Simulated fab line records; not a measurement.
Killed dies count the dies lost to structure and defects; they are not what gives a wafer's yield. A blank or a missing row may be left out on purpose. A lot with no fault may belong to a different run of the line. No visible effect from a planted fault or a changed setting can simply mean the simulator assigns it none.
fab line records	flow gf180mcu	part 1 of 2: steps 1 to 27 of 38
record lots=5	wafers=15	last_day=32
route steps=602 shown DUAL_GATE@151 POLY_GATE@157 HV_LDD@176
lots that met no fault: from a run of the same line without faults
start_h: start of the lot's first displayed wafer, in hours after the record's first day	wait_h: hours since the lot's step before	" repeats the value in the row above	L1.1+2: a row that stands for several wafers	- value missing, or start not given	* or withheld: withheld	< > ~ a bound
route shown NAME@n: NAME is a module with steps in the file, n the number in the route of the first one	usual: the fault-free wafers' mean and standard deviation	same: alike in all rows	chamber/n: place in a boat	sites: readings site by site	_std_site: how widely they spread, as a standard deviation	_edge_site: the outer-site mean with the inner-site mean subtracted	radius_mm: for every site, how far away it sits from the centre of the wafer	mask NAME#n: copy n	behind: the most recent tool/chamber to have shaped the wafer	hold: reason for holding the lot/hours on hold/outcome of the hold	device: the transistor (n, p or np) that didn't switch	end of line: tests run on the same wafers once the route is complete	a step without rows: its recipe alone	killed: the dies lost at the first sort to structure and to defects; this is not the yield of the wafer	map: a wafer's dies, marking killed ones x, the rest . and places with no die _
set.NAME: the setting as run; set.NAME@STEP: as run at that earlier step	model.NAME: the simulator's own value behind a step, which no gauge read
lots seen at some steps along the route; tables by step, rows by wafer
services: the hour from which a tool's chamber was out of use, counted from the record's first day as start_h (under 0 if before that day), plus the number of hours and why
## steps
# step GF_DUAL_GATE_DEVELOP_10
# recipe develop_time_s=60	dev_temp_c=23
lot.wafer	tool	chamber	start_h	wait_h
L076.1+3+5	litho_track-01	0	187.67	0.1
L081.2+5+6	litho_track-01	0	226.10	0.1
L083.2+4+5	litho_track-01	0	237.25	0.1
L084.2+3+4	litho_track-04	0	249.05	0.1
L091.1+4+5	litho_track-04	0	286.42	0.1
# step GF_DUAL_GATE_OVL_MEAS_11
# usual DUAL_GATE_OVL=0.2/1.4
lot.wafer	tool	chamber	start_h	wait_h	DUAL_GATE_OVL[nm]
L076.1	overlay-01	-	187.82	0.1	-2.0
L076.3	"	-	"	"	-1.2
L076.5	"	-	"	"	0.6
L081.2	overlay-02	-	226.23	0.1	0.4
L081.5	"	-	"	"	-1.3
L081.6	"	-	"	"	-0.6
L083.2	overlay-01	-	237.38	0.1	0.1
L083.4	"	-	"	"	0.0
L083.5	"	-	"	"	0.4
L084.2	overlay-02	-	249.18	0.1	0.2
L084.3	"	-	"	"	1.1
L084.4	"	-	"	"	-0.7
L091.1	overlay-02	-	286.57	0.1	0.6
L091.4	"	-	"	"	-1.2
L091.5	"	-	"	"	0.1
# step GF_DUAL_GATE_WET_ETCH_12
# recipe chemistry=dHF	target_depth_nm=13	dry=n2_spin	target=SiO2	temp_c=25	dilution=100:1	time_s=260
lot.wafer	tool	chamber	start_h	wait_h
L076.1+3+5	wet_bench-03	1	187.86	0.0
L081.2+5+6	wet_bench-03	1	226.26	0.0
L083.2+4+5	wet_bench-01	0	237.41	0.0
L084.2+3+4	wet_bench-03	2	249.21	0.0
L091.1+4+5	wet_bench-01	0	286.61	0.0
# step GF_DUAL_GATE_STRIP_13
# recipe chemistry=O2/N2	power_w=1400	pressure_mtorr=1500	platen_temp_c=250	o2_flow_sccm=3000	n2_flow_sccm=300	overash_fraction=0.5
# usual drypump_motor_current_A=5.4/0.32	heater_power_w=347/52	o2_flow_sccm=3000/8.6	oes_product_au=0.716/0.0047	strip_time_to_endpoint_s=12.64/0.04
lot.wafer	tool	chamber	start_h	wait_h	drypump_motor_current_A	heater_power_w	o2_flow_sccm	oes_product_au	rf_hours_counter_h	strip_time_to_endpoint_s
L076.1	plasma_asher-02	1	187.94	0.0	5.9	339	3005	0.718	56	12.61
L076.3	"	0	"	"	5.7	280	3009	0.717	-	12.60
L076.5	"	0	"	"	5.6	289	3002	0.716	-	12.63
L081.2	plasma_asher-04	0	226.34	0.0	5.5	383	2981	0.710	42	12.75
L081.5	"	1	"	"	4.9	327	3006	0.718	-	12.70
L081.6	"	0	"	"	5.5	395	2983	0.723	-	12.74
L083.2	plasma_asher-02	0	237.49	0.0	5.7	282	2997	0.710	61	12.58
L083.4	"	1	"	"	5.8	345	2997	0.712	-	12.62
L083.5	"	0	"	"	5.7	288	2987	0.715	-	12.61
L084.2	plasma_asher-04	0	249.29	0.0	5.5	386	3014	0.722	44	12.64
L084.3	"	0	"	"	5.5	388	3001	0.726	-	12.58
L084.4	"	1	"	"	4.9	327	3000	0.717	-	12.56
L091.1	plasma_asher-04	0	286.69	0.0	5.5	392	3004	0.720	48	12.62
L091.4	"	1	"	"	4.9	320	3000	0.712	-	12.55
L091.5	"	1	"	"	4.9	326	3006	0.717	-	12.57
# step GF_DUAL_GATE_CLEAN_14
# recipe chemistry=SC1/SC2	mix=1:4:20	temp_c=70	time_s=150	dry=n2_spin
lot.wafer	tool	chamber	start_h	wait_h
L076.1+3+5	wet_bench-01	0	188.04	0.1
L081.2+5+6	wet_bench-04	1	226.44	0.1
L083.2+4+5	wet_bench-01	2	237.59	0.1
L084.2+3+4	wet_bench-01	3	249.39	0.1
L091.1+4+5	wet_bench-03	3	286.79	0.1
# step GF_DUAL_GATE_OXIDATION_15
# recipe temp_c=850	ambient=O2	stabilise_s=600	purge_s=300	target_thk_a=70.98	ox_time_s=1995
# usual zone_power_top_pct=31.0/0.46
lot.wafer	tool	chamber	start_h	wait_h	zone_power_top_pct
L076.1	furnace-02	0	189.25	1.2	31.7
L076.3	"	0	"	"	30.9
L076.5	"	0	"	"	32.0
L081.2	furnace-01	0	232.10	5.6	31.3
L081.5	"	0	"	"	30.8
L081.6	"	0	"	"	31.0
L083.2	furnace-01	0	241.65	4.0	30.1
L083.4	"	0	"	"	31.0
L083.5	"	0	"	"	30.5
L084.2	furnace-01	0	249.87	0.4	30.5
L084.3	"	0	"	"	30.6
L084.4	"	0	"	"	30.8
L091.1	furnace-01	0	286.84	0.0	30.9
L091.4	"	0	"	"	30.6
L091.5	"	0	"	"	30.7
# step GF_POLY_GATE_CVD_00
# recipe material=poly-Si	target_thk_nm=200	temp_c=620	time_s=1200	pressure_mtorr=200
# usual zone_power_top_pct=18.6/1.3
lot.wafer	tool	chamber	start_h	wait_h	zone_power_top_pct
L076.1	lpcvd-01	0	190.81	0.0	17.0
L076.3	"	0	"	"	16.8
L076.5	"	0	"	"	16.9
L081.2	lpcvd-02	0	233.65	0.0	18.5
L081.5	"	0	"	"	18.5
L081.6	"	0	"	"	18.4
L083.2	lpcvd-01	0	243.21	0.0	17.0
L083.4	"	0	"	"	16.9
L083.5	"	0	"	"	16.6
L084.2	lpcvd-02	1	251.94	0.5	17.7
L084.3	"	1	"	"	18.1
L084.4	"	1	"	"	18.3
L091.1	lpcvd-02	0	288.40	0.0	18.7
L091.4	"	0	"	"	18.6
L091.5	"	0	"	"	18.7
# step GF_POLY_GATE_THK_MEAS_01
# recipe reads=poly-Si_of_POLY_GATE_CVD_00
# usual POLY_GATE_CVD_00_THK=200.5/1.6
lot.wafer	tool	chamber	start_h	wait_h	POLY_GATE_CVD_00_THK[nm]
L076.1	film_metro-02	-	192.14	0.0	195.3
L076.3	"	-	"	"	197.8
L076.5	"	-	"	"	198.4
L081.2	film_metro-04	-	234.99	0.0	200.7
L081.5	"	-	"	"	199.1
L081.6	"	-	"	"	200.0
L083.2	film_metro-04	-	244.55	0.0	200.7
L083.4	"	-	"	"	198.6
L083.5	"	-	"	"	199.0
L084.2	film_metro-02	-	253.28	0.0	205.1
L084.3	"	-	"	"	206.7
L084.4	"	-	"	"	203.6
L091.1	film_metro-04	-	289.73	0.0	201.8
L091.4	"	-	"	"	200.3
L091.5	"	-	"	"	202.2
# step GF_POLY_GATE_DEHYDRATE_02
# recipe temp_c=200	time_s=60
# usual heater_power_total_W=160.37/0.13
lot.wafer	tool	chamber	start_h	wait_h	heater_power_total_W
L076.1	litho_track-02	0	199.77	7.6	160.47
L076.3	"	0	"	"	160.51
L076.5	"	0	"	"	160.44
L081.2	litho_track-01	0	243.10	8.1	160.61
L081.5	"	0	"	"	160.48
L081.6	"	0	"	"	160.27
L083.2	litho_track-02	0	252.44	7.9	160.33
L083.4	"	0	"	"	160.56
L083.5	"	0	"	"	160.28
L084.2	litho_track-02	0	262.34	9.1	160.38
L084.3	"	0	"	"	160.51
L084.4	"	0	"	"	160.29
L091.1	litho_track-01	0	298.92	9.2	160.44
L091.4	"	0	"	"	160.34
L091.5	"	0	"	"	160.49
# step GF_POLY_GATE_HMDS_03
# recipe prime_time_s=60	prime_temp_c=120
# usual prime_temp_c=120.01/0.12
lot.wafer	tool	chamber	start_h	wait_h	prime_temp_c
L076.1	litho_track-02	0	199.92	0.1	119.90
L076.3	"	0	"	"	120.01
L076.5	"	0	"	"	119.88
L081.2	litho_track-01	0	243.25	0.1	120.04
L081.5	"	0	"	"	120.17
L081.6	"	0	"	"	119.91
L083.2	litho_track-02	0	252.59	0.1	119.93
L083.4	"	0	"	"	120.12
L083.5	"	0	"	"	119.92
L084.2	litho_track-02	0	262.49	0.1	120.23
L084.3	"	0	"	"	119.91
L084.4	"	0	"	"	120.11
L091.1	litho_track-01	0	299.07	0.1	119.97
L091.4	"	0	"	"	119.83
L091.5	"	0	"	"	119.98
# step GF_POLY_GATE_COAT_04
# recipe resist=BARC	temp_c=withheld	time_s=withheld	spin_rpm=withheld	resist_thk_nm=withheld
lot.wafer	tool	chamber	start_h	wait_h
L076.1+3+5	litho_track-02	0	200.07	0.1
L081.2+5+6	litho_track-01	0	243.40	0.1
L083.2+4+5	litho_track-02	0	252.74	0.1
L084.2+3+4	litho_track-02	0	262.64	0.1
L091.1+4+5	litho_track-01	0	299.22	0.1
# step GF_POLY_GATE_COAT_05
# recipe resist=KrF	spin_rpm=withheld	resist_thk_nm=700
lot.wafer	tool	chamber	start_h	wait_h
L076.1+3+5	litho_track-02	0	-	-
L081.2+5+6	litho_track-01	0	-	-
L083.2+4+5	litho_track-02	0	-	-
L084.2+3+4	litho_track-02	0	-	-
L091.1+4+5	litho_track-01	0	-	-
# step GF_POLY_GATE_SOFTBAKE_06
# recipe temp_c=130	time_s=60	resist=KrF
# usual heater_power_total_W=93.05/0.058
lot.wafer	tool	chamber	start_h	wait_h	heater_power_total_W
L076.1	litho_track-02	0	-	-	93.02
L076.3	"	0	"	"	93.03
L076.5	"	0	"	"	93.03
L081.2	litho_track-01	0	-	-	93.09
L081.5	"	0	"	"	92.97
L081.6	"	0	"	"	92.99
L083.2	litho_track-02	0	-	-	93.10
L083.4	"	0	"	"	93.06
L083.5	"	0	"	"	92.98
L084.2	litho_track-02	0	-	-	93.05
L084.3	"	0	"	"	93.10
L084.4	"	0	"	"	93.06
L091.1	litho_track-01	0	-	-	93.15
L091.4	"	0	"	"	93.12
L091.5	"	0	"	"	93.10
# step GF_POLY_GATE_EXPOSE_07
# recipe mask_id=Poly2	target_cd_nm=280	na=0.68	source_shape=conventional	sigma_outer=0.6	dose_mj=28
lot.wafer	tool	chamber	start_h	wait_h	mask
L076.1+3+5	krf_scanner-02	0	-	-	Poly2#0
L081.2+5+6	krf_scanner-02	0	-	-	Poly2#0
L083.2+4+5	krf_scanner-02	0	-	-	Poly2#0
L084.2+3+4	krf_scanner-01	0	-	-	Poly2#0
L091.1+4+5	krf_scanner-01	0	-	-	Poly2#0
# step GF_POLY_GATE_PEB_08
# recipe peb_temp_c=135	peb_time_s=90	resist=KrF
# usual heater_power_total_W=85.70/0.085
lot.wafer	tool	chamber	start_h	wait_h	heater_power_total_W
L076.1	litho_track-04	0	-	-	85.84
L076.3	"	0	"	"	85.81
L076.5	"	0	"	"	85.69
L081.2	litho_track-02	0	-	-	85.66
L081.5	"	0	"	"	85.67
L081.6	"	0	"	"	85.64
L083.2	litho_track-04	0	-	-	85.77
L083.4	"	0	"	"	85.78
L083.5	"	0	"	"	85.80
L084.2	litho_track-01	0	-	-	85.65
L084.3	"	0	"	"	85.83
L084.4	"	0	"	"	85.63
L091.1	litho_track-02	0	-	-	85.68
L091.4	"	0	"	"	85.77
L091.5	"	0	"	"	85.75
# step GF_POLY_GATE_DEVELOP_09
# recipe develop_time_s=60	resist=KrF	dev_temp_c=21
lot.wafer	tool	chamber	start_h	wait_h
L076.1+3+5	litho_track-04	0	209.02	0.2
L081.2+5+6	litho_track-02	0	252.29	0.2
L083.2+4+5	litho_track-04	0	262.35	0.2
L084.2+3+4	litho_track-01	0	271.60	0.2
L091.1+4+5	litho_track-02	0	309.77	0.2
# step GF_POLY_GATE_CD_MEAS_10
# recipe target_cd_nm=280
# usual cd_nm=280.0/1.1
lot.wafer	tool	chamber	start_h	wait_h	cd_nm
L076.1	cd_sem-02	-	209.17	0.1	280.8
L076.3	"	-	"	"	282.6
L076.5	"	-	"	"	280.2
L081.2	cd_sem-01	-	252.44	0.1	278.4
L081.5	"	-	"	"	278.2
L081.6	"	-	"	"	278.6
L083.2	cd_sem-01	-	262.49	0.1	279.0
L083.4	"	-	"	"	280.6
L083.5	"	-	"	"	280.8
L084.2	cd_sem-01	-	271.74	0.1	277.7
L084.3	"	-	"	"	277.5
L084.4	"	-	"	"	278.4
L091.1	cd_sem-01	-	309.92	0.1	281.9
L091.4	"	-	"	"	281.3
L091.5	"	-	"	"	280.8
# step GF_POLY_GATE_OVL_MEAS_11
# usual POLY_GATE_OVL=0/5.6
lot.wafer	tool	chamber	start_h	wait_h	POLY_GATE_OVL[nm]
L076.1	overlay-02	-	209.29	0.1	3
L076.3	"	-	"	"	2
L076.5	"	-	"	"	-4
L081.2	overlay-01	-	252.54	0.1	-2
L081.5	"	-	"	"	-2
L081.6	"	-	"	"	-5
L083.2	overlay-01	-	262.60	0.1	4
L083.4	"	-	"	"	5
L083.5	"	-	"	"	6
L084.2	overlay-01	-	271.85	0.1	-10
L084.3	"	-	"	"	6
L084.4	"	-	"	"	-14
L091.1	overlay-02	-	310.04	0.1	10
L091.4	"	-	"	"	7
L091.5	"	-	"	"	8
# step GF_POLY_GATE_ETCH_12
# recipe chemistry=N2/H2	target_depth_a=withheld	overetch_a=withheld	time_s=withheld	target=BARC	ion_energy_ev=200	source_w=500	bias_w=100	pressure_mtorr=30	n2_flow_sccm=100	h2_flow_sccm=200
# usual drypump_motor_current_A=6.0/0.4	h2_flow_sccm=200.0/0.56	oes_product_au=0.736/0.0048	throttle_valve_pct=13.212/0.0084
lot.wafer	tool	chamber	start_h	wait_h	drypump_motor_current_A	h2_flow_sccm	oes_product_au	throttle_valve_pct
L076.1	rie_diel-03	1	209.33	0.0	5.6	199.6	0.740	13.204
L076.3	"	3	"	"	5.7	199.8	0.729	13.219
L076.5	"	0	"	"	5.3	200.3	0.739	13.218
L081.2	rie_diel-01	1	252.57	0.0	6.3	199.4	0.735	13.203
L081.5	"	0	"	"	6.2	199.8	0.738	13.210
L081.6	"	3	"	"	6.5	200.1	0.736	13.211
L083.2	rie_diel-01	0	262.63	0.0	6.1	199.9	0.735	13.211
L083.4	"	3	"	"	6.6	201.3	0.735	13.201
L083.5	"	3	"	"	6.5	199.1	0.740	13.217
L084.2	rie_diel-03	3	271.88	0.0	5.7	199.6	0.736	13.214
L084.3	"	0	"	"	5.3	199.3	0.734	13.210
L084.4	"	1	"	"	5.6	199.4	0.736	13.207
L091.1	rie_diel-03	1	310.07	0.0	5.6	200.0	0.735	13.200
L091.4	"	3	"	"	5.7	200.8	0.725	13.221
L091.5	"	3	"	"	5.7	199.2	0.730	13.225
# step GF_POLY_GATE_ETCH_13
# recipe target=poly-Si	target_depth_nm=198.5	stop_on=SiO2	over_etch_frac=0.403	chemistry=HBr/Cl2	icp_w=400	bias_w=100	pressure_mtorr=10	HBr_flow_sccm=150	Cl2_flow_sccm=50	time_s=69.6
# usual drypump_motor_current_A=6.0/0.32	oes_product_au=0.991/0.0093	throttle_valve_pct=33.685/0.0098
# same over_etch_frac=0.403
lot.wafer	tool	chamber	start_h	wait_h	drypump_motor_current_A	oes_product_au	rf_hours_counter_h	throttle_valve_pct
L076.1	rie_si-02	0	209.38	-	6.1	0.992	79	33.691
L076.3	"	3	"	"	5.6	0.996	58	33.690
L076.5	"	3	"	"	5.6	0.995	-	33.681
L081.2	rie_si-01	0	252.62	-	6.0	0.976	2	33.700
L081.5	"	0	"	"	6.0	0.975	-	33.693
L081.6	"	1	"	"	6.2	0.978	-	33.678
L083.2	rie_si-01	0	262.68	-	6.0	0.999	3	33.665
L083.4	"	1	"	"	6.2	0.984	3	33.693
L083.5	"	3	"	"	6.4	0.993	-	33.696
L084.2	rie_si-02	3	271.93	-	5.6	1.011	58	33.688
L084.3	"	0	"	"	6.1	1.003	80	33.672
L084.4	"	2	"	"	5.7	0.997	3	33.683
L091.1	rie_si-01	1	310.12	-	6.2	0.983	4	33.672
L091.4	"	0	"	"	6.0	0.989	3	33.681
L091.5	"	0	"	"	6.0	0.983	-	33.693
# step GF_POLY_GATE_STRIP_14
# recipe chemistry=O2/N2	power_w=1400	pressure_mtorr=1500	platen_temp_c=250	o2_flow_sccm=3000	n2_flow_sccm=300	overash_fraction=0.5
# usual drypump_motor_current_A=5.3/0.32	heater_power_w=365/46	o2_flow_sccm=3001/8.7	oes_product_au=0.505/0.0053
lot.wafer	tool	chamber	start_h	wait_h	drypump_motor_current_A	heater_power_w	o2_flow_sccm	oes_product_au	rf_hours_counter_h
L076.1	plasma_asher-04	0	209.43	0.0	5.5	393	3008	0.506	40
L076.3	"	1	"	"	4.9	338	2988	0.504	-
L076.5	"	1	"	"	4.9	322	3008	0.497	-
L081.2	plasma_asher-04	0	252.68	0.0	5.5	384	3003	0.504	45
L081.5	"	0	"	"	5.5	390	2998	0.504	-
L081.6	"	1	"	"	4.9	326	2998	0.511	-
L083.2	plasma_asher-04	0	262.73	0.0	5.5	396	2999	0.511	46
L083.4	"	1	"	"	4.9	329	3003	0.501	-
L083.5	"	1	"	"	4.9	328	3007	0.502	-
L084.2	plasma_asher-03	0	271.98	0.0	5.1	429	3000	0.502	15
L084.3	"	0	"	"	5.1	433	2996	0.512	-
L084.4	"	1	"	"	5.4	318	2992	0.511	-
L091.1	plasma_asher-03	1	310.18	0.0	5.4	332	2991	0.506	19
L091.4	"	1	"	"	5.4	331	2989	0.512	-
L091.5	"	1	"	"	5.4	326	2993	0.509	-
# step GF_POLY_GATE_CLEAN_15
# recipe chemistry=SC1/SC2	mix=1:4:20	temp_c=70	time_s=150	dry=n2_spin
lot.wafer	tool	chamber	start_h	wait_h
L076.1+3+5	wet_bench-02	0	209.53	0.1
L081.2+5+6	wet_bench-04	3	252.78	0.1
L083.2+4+5	wet_bench-01	3	262.83	0.1
L084.2+3+4	wet_bench-02	1	272.11	0.1
L091.1+4+5	wet_bench-04	0	310.28	0.1
# step GF_POLY_GATE_OXIDATION_16
# recipe temp_c=850	ambient=O2	stabilise_s=600	purge_s=300	target_thk_a=40	ox_time_s=899
# usual zone_power_top_pct=31.0/0.43
lot.wafer	tool	chamber	start_h	wait_h	zone_power_top_pct
L076.1	furnace-01	0	214.32	4.7	30.5
L076.3	"	0	"	"	30.6
L076.5	"	0	"	"	30.7
L081.2	furnace-02	0	253.45	0.6	31.0
L081.5	"	0	"	"	31.8
L081.6	"	0	"	"	31.0
L083.2	furnace-02	0	263.43	0.5	31.1
L083.4	"	0	"	"	31.5
L083.5	"	0	"	"	31.4
L084.2	furnace-01	0	272.61	0.5	30.6
L084.3	"	0	"	"	31.0
L084.4	"	0	"	"	30.9
L091.1	furnace-01	0	311.19	0.9	30.6
L091.4	"	0	"	"	30.7
L091.5	"	0	"	"	31.2
# step GF_POLY_GATE_THK_MEAS_17
# recipe reads=SiO2_of_POLY_GATE_OXIDATION_16
# usual POLY_GATE_OXIDATION_THK=4.00/0.078
lot.wafer	tool	chamber	start_h	wait_h	POLY_GATE_OXIDATION_THK[nm]
L076.1	film_metro-04	-	215.57	0.0	3.93
L076.3	"	-	"	"	4.01
L076.5	"	-	"	"	4.02
L081.2	film_metro-02	-	254.71	0.0	4.10
L081.5	"	-	"	"	4.02
L081.6	"	-	"	"	4.00
L083.2	film_metro-02	-	264.69	0.0	3.93
L083.4	"	-	"	"	4.04
L083.5	"	-	"	"	4.07
L084.2	film_metro-03	-	273.87	0.0	3.88
L084.3	"	-	"	"	3.95
L084.4	"	-	"	"	3.92
L091.1	film_metro-02	-	312.44	0.0	3.93
L091.4	"	-	"	"	3.87
L091.5	"	-	"	"	3.99
# step GF_POLY_GATE_CD_MEAS_18
# usual cd_nm=280.3/1.7
lot.wafer	tool	chamber	start_h	wait_h	cd_nm
L076.1	cd_sem-01	-	215.64	0.1	282.7
L076.3	"	-	"	"	281.5
L076.5	"	-	"	"	282.1
L081.2	cd_sem-02	-	254.79	0.1	277.7
L081.5	"	-	"	"	277.7
L081.6	"	-	"	"	279.8
L083.2	cd_sem-01	-	264.77	0.1	278.8
L083.4	"	-	"	"	281.3
L083.5	"	-	"	"	280.6
L084.2	cd_sem-01	-	273.95	0.1	278.2
L084.3	"	-	"	"	277.9
L084.4	"	-	"	"	279.1
L091.1	cd_sem-02	-	312.50	0.1	283.8
L091.4	"	-	"	"	280.9
L091.5	"	-	"	"	281.7
# step GF_HV_LDD_DEHYDRATE_00
# recipe temp_c=200	time_s=60
# usual heater_power_total_W=160.37/0.13
lot.wafer	tool	chamber	start_h	wait_h	heater_power_total_W
L076.1	litho_track-03	0	224.07	8.4	160.37
L076.3	"	0	"	"	160.13
L076.5	"	0	"	"	160.28
L081.2	litho_track-03	0	263.95	9.1	160.56
L081.5	"	0	"	"	160.23
L081.6	"	0	"	"	160.30
L083.2	litho_track-02	0	273.54	8.7	160.65
L083.4	"	0	"	"	160.42
L083.5	"	0	"	"	160.46
L084.2	litho_track-02	0	283.29	9.3	160.54
L084.3	"	0	"	"	160.54
L084.4	"	0	"	"	160.29
L091.1	litho_track-03	0	322.37	9.8	160.54
L091.4	"	0	"	"	160.51
L091.5	"	0	"	"	160.37
# step GF_HV_LDD_HMDS_01
# recipe prime_time_s=60	prime_temp_c=120
# usual prime_temp_c=119.98/0.16
lot.wafer	tool	chamber	start_h	wait_h	prime_temp_c
L076.1	litho_track-03	0	224.22	0.1	120.05
L076.3	"	0	"	"	119.97
L076.5	"	0	"	"	120.21
L081.2	litho_track-03	0	264.10	0.1	120.08
L081.5	"	0	"	"	120.21
L081.6	"	0	"	"	120.35
L083.2	litho_track-02	0	273.69	0.1	119.85
L083.4	"	0	"	"	119.96
L083.5	"	0	"	"	119.83
L084.2	litho_track-02	0	283.44	0.1	120.05
L084.3	"	0	"	"	119.80
L084.4	"	0	"	"	120.03
L091.1	litho_track-03	0	322.52	0.1	120.03
L091.4	"	0	"	"	119.91
L091.5	"	0	"	"	119.79
